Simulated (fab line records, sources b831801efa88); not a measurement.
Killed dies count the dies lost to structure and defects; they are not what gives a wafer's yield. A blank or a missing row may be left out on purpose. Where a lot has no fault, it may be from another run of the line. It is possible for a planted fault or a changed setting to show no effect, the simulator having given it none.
Comparing a struck lot with a sound one + flow sky130 + 21 out of 708 route steps
Sound: wafers L591.1, L591.4, L591.6. Wafers L598.1, L598.3, L598.5 were the ones struck. At the end, the cause is stated.
Each step with rows lists, per side, the tool, then ch with its chambers, then its first start. Under that, the readings that differ: sound wafers + struck wafers + difference of the means + sigmas: that difference in standard deviations of wafers without a fault.
alike: words and numbers the same on both sides, and readings whose means are apart by under 2 such deviations; not compared: readings that were withheld, readings missing a value for some wafer, numbers with overlapping values and no deviation given by the record, and bounds like >300 which may hide the same value.
The two part at a step that has a row with sigmas, a row that says differs or no value, or rows on one side only. Numbers that don't overlap but have no deviation are shown without sigmas and don't part them. Lack of a reading on every wafer of one side parts them only where that side has two or more wafers.

SKY_NWELL_OVL_MEAS_23:
  sound: overlay-01 at day 8 01:24; struck: overlay-02 at day 9 17:27
| reading           | sound          | struck       | difference | sigmas |
|-------------------|----------------|--------------|------------|--------|
| NWELL_01_OVL (nm) | -2.9 -2.6 -2.3 | -0.6 0.5 1.6 | +3.1       | +3     |
then, 1 step without rows for these wafers: SKY_NWELL_IMPLANT_24.
SKY_NWELL_STRIP_25: strips in O2/N2.
  sound on plasmaAsher-01 ch 0,1, day 8 01:35; struck on plasmaAsher-01 ch 0,1, day 9 17:38
  alike: drypumpMotorCurrentA, oesProductAu, stripTimeToEndpointS
  not compared: rfHoursCounterH
SKY_NWELL_TW_MEAS_26:
  sound: filmMetro-03 at day 8 01:41; struck: filmMetro-04 at day 9 17:44
  alike: NWELL_2_TW
then, 1 step without rows for these wafers: SKY_NWELL_CLEAN_27 (cleans in SC1/SC2, time 150 s).
SKY_NWELL_RTA_28: time 30 s.
  sound on rtpAnneal-02 ch 0, day 8 01:48; struck on rtpAnneal-02 ch 0, day 9 17:50
  alike: chamberO2Ppm, lampPowerPct, wafer_temp_C_max
SKY_NWELL_RS_MEAS_29: measures by four-point-probe.
  sound: filmMetro-04 at day 8 01:54; struck: filmMetro-03 at day 9 17:56
  alike: NWELL_RS
SKY_NWELL_RS_MEAS_31: measures by four-point-probe.
  sound: filmMetro-04 at day 8 02:08; struck: filmMetro-03 at day 9 18:11
  alike: PWDE_RS
then, 3 steps without rows for these wafers: SKY_VT_ADJUST_HVTP_DEHYDRATE_00 (time 60 s); SKY_VT_ADJUST_HVTP_HMDS_01 (prime time 60 s); SKY_VT_ADJUST_HVTP_COAT_02 (resist thk 1140 nm).
SKY_VT_ADJUST_HVTP_SOFTBAKE_03: time 60 s.
  sound on lithoTrack-04 ch 0, day 8 12:41; struck on lithoTrack-04 ch 0, day 10 05:26
| reading                                            | sound             | struck               | difference | sigmas      |
|----------------------------------------------------|-------------------|----------------------|------------|-------------|
| runLengthS (s)                                     | 89.26 89.03 89.01 | 122.46 122.52 122.54 | +33.41     | +99 or more |
| model.NOVOLAK_of_VT_ADJUST_HVTP_COAT_02.thkNm (nm) | 1141 1141 1139    | 1131 1129 1130       | -10        |             |
then, 2 steps without rows for these wafers: SKY_VT_ADJUST_HVTP_EXPOSE_04 (exposes mask HVTPM, target cd 380 nm); SKY_VT_ADJUST_HVTP_PEB_05.
SKY_VT_ADJUST_HVTP_DEVELOP_06: develop time 60 s.
  sound on lithoTrack-02 ch 0, day 8 23:32; struck on lithoTrack-04 ch 0, day 10 16:32
| reading                                            | sound          | struck         | difference | sigmas |
|----------------------------------------------------|----------------|----------------|------------|--------|
| model.NOVOLAK_of_VT_ADJUST_HVTP_COAT_02.thkNm (nm) | 1140 1141 1139 | 1130 1129 1130 | -10        |        |
SKY_VT_ADJUST_HVTP_CD_MEAS_07: target cd 380 nm.
  sound: cdSem-02 at day 8 23:41; struck: cdSem-02 at day 10 16:41
  alike: cdNm
SKY_VT_ADJUST_HVTP_OVL_MEAS_08:
  sound: overlay-01 at day 8 23:48; struck: overlay-01 at day 10 16:48
| reading                 | sound       | struck         | difference | sigmas |
|-------------------------|-------------|----------------|------------|--------|
| VT_ADJUST_HVTP_OVL (nm) | 2.5 0.6 0.1 | -2.4 -3.3 -3.6 | -4.2       | -2     |
then, 1 step without rows for these wafers: SKY_VT_ADJUST_HVTP_IMPLANT_09.
SKY_VT_ADJUST_HVTP_STRIP_10: strips in O2/N2.
  sound on plasmaAsher-04 ch 0,1, day 8 23:59; struck on plasmaAsher-02 ch 0,1, day 10 16:59
| reading                  | sound             | struck            | difference | sigmas |
|--------------------------|-------------------|-------------------|------------|--------|
| drypumpMotorCurrentA (A) | 4.7 5.4 5.4       | 6.1 6.1 6.6       | +1.1       | +2     |
| stripTimeToEndpointS (s) | 14.18 14.20 14.16 | 14.07 14.04 14.05 | -0.13      | -3     |
  alike: oesProductAu
  not compared: rfHoursCounterH
SKY_VT_ADJUST_HVTP_TW_MEAS_11:
  sound: filmMetro-01 at day 9 00:05; struck: filmMetro-01 at day 10 17:05
  alike: VT_ADJUST_HVTP_TW
-- the record jumps here: 40 days lie between the struck wafers' starts before and after (it left off in module VT_ADJUST_HVTP and takes up again in module PAD_OPEN, whose first step shown is number 708 of the route) --
SKY_PAD_OPEN_PROBE_99:
  sound: prober-02 at day 48 13:55; struck: prober-01 at day 50 05:18
  alike: killed_at_M0_to_M3, killed_at_M4_up, killedAtContacts, killedAtFrontEnd, killedDies, killedOpen, killedShort

## WHERE THEY PART
Last at SKY_VT_ADJUST_HVTP_STRIP_10 as far as this record goes, first at SKY_NWELL_OVL_MEAS_23. Later steps at which nothing parts them and some readings are alike: SKY_VT_ADJUST_HVTP_TW_MEAS_11, SKY_PAD_OPEN_PROBE_99.

WHY: whatever the simulator had introduced
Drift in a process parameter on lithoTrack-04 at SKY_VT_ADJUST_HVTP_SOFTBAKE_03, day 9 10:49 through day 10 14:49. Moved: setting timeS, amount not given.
